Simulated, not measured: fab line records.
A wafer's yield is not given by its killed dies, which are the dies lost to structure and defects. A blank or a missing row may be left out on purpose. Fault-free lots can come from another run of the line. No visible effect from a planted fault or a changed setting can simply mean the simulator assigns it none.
Check for tools in common | flow sky130 | 13 lots and 45 wafers in the sample

THE REASON FOR OPENING IT
2 of 13 lots carry a flag on the reading SD_N_RS at SKY_SD_N_RS_MEAS_16. Wafers without a fault read 68.47 ohm/sq, standard deviation 0.13.
Rule: a lot is flagged in two cases, either no wafer of it has a number, or all its wafers with numbers fall more than 4 standard deviations from that mean. The rest of the lots are taken to be sound.

lot  | measured     | on            | SD_N_RS (ohm/sq), wafer by wafer    | flag
L306 | day 27 20:33 | film-metro-03 | 68.62 68.68 68.53                   |
L309 | day 28 22:28 | film-metro-02 | 68.47 68.52 68.54                   |
L310 | day 28 23:08 | film-metro-02 | 68.46 68.61 68.49                   |
L311 | day 30 01:23 | film-metro-01 | 68.64 68.54 68.54                   |
L312 | day 30 08:31 | film-metro-02 | 68.47 68.35 68.53                   |
L313 | day 30 14:05 | film-metro-02 | 68.43 68.48 68.27                   |
L314 | day 30 22:20 | film-metro-03 | 68.48 68.54 68.55                   |
L317 | day 31 21:32 | film-metro-02 | 68.33 68.53 68.35                   |
L318 | day 32 07:01 | film-metro-01 | 69.54 69.77 69.45 69.73 69.67 69.48 | FLAGGED
L320 | day 32 19:12 | film-metro-02 | 69.72 69.83 69.76 69.55 69.74 69.70 | FLAGGED
L322 | day 33 10:10 | film-metro-03 | 68.54 68.53 68.63                   |
L326 | day 34 17:43 | film-metro-01 | 68.51 68.36 68.47                   |
L327 | day 34 19:43 | film-metro-02 | 68.35 68.42 68.34                   |
The mean of the flagged lots' numbers is 69.66 ohm/sq, +1.19 ohm/sq from the usual (+9 standard deviations).

TOOL THAT RAN EACH LOT
The record holds 1 process step before the reading, out of a route of 708 steps. In each cell: the tool, then ch and the chambers that the sampled wafers went through, then the start.
lot  | flag    | SKY_SD_N_IMPLANT_10
L306 |         | implanter-03 ch 0, day 27 19:40
L309 |         | implanter-01 ch 0, day 28 21:55
L310 |         | implanter-01 ch 0, day 28 22:35
L311 |         | implanter-01 ch 0, day 30 00:52
L312 |         | implanter-04 ch 0, day 30 07:59
L313 |         | implanter-03 ch 0, day 30 13:32
L314 |         | implanter-04 ch 0, day 30 21:49
L317 |         | implanter-03 ch 0, day 31 21:01
L318 | FLAGGED | implanter-03 ch 0, day 32 06:29
L320 | FLAGGED | implanter-03 ch 0, day 32 18:37
L322 |         | implanter-01 ch 0, day 33 09:35
L326 |         | implanter-04 ch 0, day 34 17:11
L327 |         | implanter-04 ch 0, day 34 19:11
What is done by these steps:
- SKY_SD_N_IMPLANT_10
- SKY_SD_N_RS_MEAS_16: measures by four-point-probe.

FLAGGED AGAINST TOTAL, ONE TOOL AT A TIME (gauges that did the reading follow at the end)
step                | tool          | lots run | flagged | share of the flagged lots | sound lots run after its first flagged lot
SKY_SD_N_IMPLANT_10 | implanter-01  | 4        | 0       | none                      | -
SKY_SD_N_IMPLANT_10 | implanter-03  | 5        | 2       | all                       | 0
SKY_SD_N_IMPLANT_10 | implanter-04  | 4        | 0       | none                      | -
SKY_SD_N_RS_MEAS_16 | film-metro-01 | 3        | 1       | some                      | 1 (L326)
SKY_SD_N_RS_MEAS_16 | film-metro-02 | 7        | 1       | some                      | 1 (L327)
SKY_SD_N_RS_MEAS_16 | film-metro-03 | 3        | 0       | none                      | -

WHAT THE TABLE ALLOWS
All flagged lots share 1 row of the table, namely implanter-03 at SKY_SD_N_IMPLANT_10.
- implanter-03 at SKY_SD_N_IMPLANT_10 ran 5 lots, 2 of them flagged. Its last sound lot is L317 (day 31 21:01), its first flagged lot L318 (day 32 06:29): a fault that began between those two fits. Its own readings lie more than 4 standard deviations out on every wafer of the flagged lots: dose-ions-cm2, faraday-current-uA.
Left over: one tool, implanter-03 at SKY_SD_N_IMPLANT_10.

WHAT HAD BEEN PUT IN BY THE SIMULATOR
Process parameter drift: implanter-03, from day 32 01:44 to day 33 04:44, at SKY_SD_N_IMPLANT_10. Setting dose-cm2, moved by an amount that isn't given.
Shown lots that were struck: L318, L320. The rule above found the same.
